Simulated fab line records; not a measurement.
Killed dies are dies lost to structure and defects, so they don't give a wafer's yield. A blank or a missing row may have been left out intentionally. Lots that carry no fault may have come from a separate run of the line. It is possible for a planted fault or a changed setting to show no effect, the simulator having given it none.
2 desks, one fault	flow sky130	only its own numbers are on each desk; what lay behind them is given at the end

AT THE METROLOGY DESK
Lot by lot, what the gauges showed, no matter which tool ran the lot: averages of those sampled wafers that carry a number. Any lot whose mean is over 4 standard deviations away from the usual mean is out of limits and marked OUT; that distance is given in the brackets.
Columns: A = METAL4_OVL at SKY_METAL4_OVL_MEAS_14, usual -1 nm
lot	first seen here	A
L321	day 42 08:00	-2
L320	day 42 15:32	-2
L325	day 43 17:05	0
L327	day 44 03:24	-4
L332	day 45 13:41	7
L335	day 46 08:32	0
L338	day 47 03:56	2
L340	day 47 06:30	-9
L339	day 47 13:36	-5
L342	day 47 20:52	-1
Result from this desk: across the 10 lots, nothing is out of limits.

TOOL OWNER'S DESK, rie-metal-04
The tool's own readings at SKY_METAL4_ETCH_16 (etches BARC in N2/H2, stops on SiO2, time 88.2 s, target depth 60 nm): means of the sampled wafers that have a number, for each lot that ran on this tool. Any lot whose mean is over 4 standard deviations away from the usual mean is out of limits and marked OUT; that distance is given in the brackets.
Columns: A = chamber-pressure-mTorr at SKY_METAL4_ETCH_16, usual 30.00 mTorr; B = drypump-motor-current-A at SKY_METAL4_ETCH_16, usual 5.7 A; C = oes-product-au at SKY_METAL4_ETCH_16, usual 0.626 a.u.; D = rf-fwd-power-W at SKY_METAL4_ETCH_16, usual 496.2 W; E = throttle-valve-pct at SKY_METAL4_ETCH_16, usual 13.205 %
lot	first seen here	A	B	C	D	E
L321	day 42 08:04	30.00	6.0	0.627	496.6	13.207
L320	day 42 15:37	29.99	6.0	0.624	496.4	13.205
L327	day 44 03:28	29.99	5.6	0.628	523.7 (+18) OUT	13.208
L332	day 45 13:44	30.00	6.0	0.628	549.6 (+36) OUT	13.198
L342	day 47 20:56	30.00	6.0	0.627	495.0	13.205
This desk finds L327, L332 out of limits, L327 being first, at day 44 03:28 (rf-fwd-power-W at SKY_METAL4_ETCH_16). Within limits: L321, L320, L342.

ALL TOGETHER
On L327, L332, at day 44 03:28, an alarm was possible from the tool owner's desk.
At the metrology desk, nothing out of limits was observed.
The metrology desk holds a record of L327, L332, inside its limits.
Of the lots named, all ran SKY_METAL4_ETCH_16 on rie-metal-04.

WHAT HAD BEEN PUT IN BY THE SIMULATOR
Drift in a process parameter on rie-metal-04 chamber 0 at SKY_METAL4_ETCH_16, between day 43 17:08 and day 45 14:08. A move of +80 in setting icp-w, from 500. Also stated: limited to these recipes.
Shown lots that were struck: L327, L332.
Each desk's first reading out of limits, in hours after the fault started: the tool owner's desk, 10.
